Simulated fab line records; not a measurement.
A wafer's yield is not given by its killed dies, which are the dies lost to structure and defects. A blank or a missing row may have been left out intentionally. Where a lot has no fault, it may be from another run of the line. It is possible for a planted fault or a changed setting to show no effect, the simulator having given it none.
Split-lot trial | flow gf180mcu | 23 wafers read from 5 lots, route of 602 steps

== THE SPLIT ==
At GF_STI_ETCH_13 (etches the open film in CHF3/O2, stops on Si, target depth 282.31 nm, time 112.9 s), the setting overEtchFrac was moved away from the recipe's 0.3 on 7 of the 23 wafers read, by -23.1% to +27.7%. All remaining wafers had this setting at the recipe value.

The split's own step is where the reading is taken.

== THE READING ==
oesProductAu, in a.u., at GF_STI_ETCH_13 (etches the open film in CHF3/O2, stops on Si, target depth 282.31 nm, time 112.9 s). Fault-free wafers of this fab line usually give 0.832 a.u., standard deviation 0.0063 a.u.

wafer  | tool, chamber at the split | overEtchFrac as run | against the recipe | oesProductAu, a.u. | against lot-mates on the recipe
L076.2 | rieDiel-02, 2              | 0.3                 | recipe             | 0.836              | -
L076.3 | rieDiel-02, 0              | 0.383               | +27.7%             | 0.809              | -0.025
L076.4 | rieDiel-02, 1              | 0.3                 | recipe             | 0.829              | -
L076.5 | rieDiel-02, 2              | 0.383               | +27.7%             | 0.814              | -0.020
L076.6 | rieDiel-02, 1              | 0.3                 | recipe             | 0.837              | -
L077.1 | rieDiel-03, 0              | 0.3                 | recipe             | 0.834              | -
L077.2 | rieDiel-03, 3              | 0.3                 | recipe             | 0.825              | -
L077.6 | rieDiel-03, 0              | 0.3                 | recipe             | 0.826              | -
L080.1 | rieDiel-04, 2              | 0.3                 | recipe             | 0.825              | -
L080.2 | rieDiel-04, 3              | 0.3                 | recipe             | 0.829              | -
L080.3 | rieDiel-04, 0              | 0.3                 | recipe             | 0.839              | -
L080.5 | rieDiel-04, 3              | 0.3                 | recipe             | 0.820              | -
L080.6 | rieDiel-04, 2              | 0.3                 | recipe             | 0.834              | -
L082.1 | rieDiel-03, 2              | 0.2307              | -23.1%             | 0.855              | +0.020
L082.2 | rieDiel-03, 0              | 0.3                 | recipe             | 0.836              | -
L082.3 | rieDiel-03, 2              | 0.3                 | recipe             | 0.838              | -
L082.5 | rieDiel-03, 2              | 0.2307              | -23.1%             | 0.865              | +0.030
L082.6 | rieDiel-03, 0              | 0.3                 | recipe             | 0.832              | -
L084.1 | rieDiel-03, 2              | 0.3                 | recipe             | 0.836              | -
L084.2 | rieDiel-03, 1              | 0.3307              | +10.2%             | 0.828              | -0.003
L084.3 | rieDiel-03, 0              | 0.3307              | +10.2%             | 0.820              | -0.011
L084.5 | rieDiel-03, 0              | 0.3307              | +10.2%             | 0.819              | -0.012
L084.6 | rieDiel-03, 1              | 0.3                 | recipe             | 0.827              | -

THE FIT
A straight line over all 23 wafers: oesProductAu changes by -0.000944 a.u. for each +1% of overEtchFrac; r = -0.88; the points scatter about the line by 0.0059 a.u.
The same after taking each lot's own level away (the mean of its wafers on the recipe; 23 wafers): -0.000924 a.u. for each +1%; r = -0.91; scatter 0.0049 a.u.
On that fit, the largest move of overEtchFrac shifts the reading by 0.026 a.u.
The span of the lots' own levels, 0.8283 to 0.8353 a.u., comes to 1.1 times the standard deviation stated above.
Consequently the slope shifts little with the lot-to-lot level, the two slopes agreeing.
Check: for one of the wafers moved furthest among these (+27.7%), held out of the fit, the line's prediction against its lot-mates is -0.0249 a.u. Against them it came out at -0.025 a.u.
Tool readings at the split's step, against how far the setting was moved: oesProductAu r = -0.88.

== FILE'S OWN FIT ==
oesProductAu changes by -0.000918 a.u. for each +1% of overEtchFrac, r = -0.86.
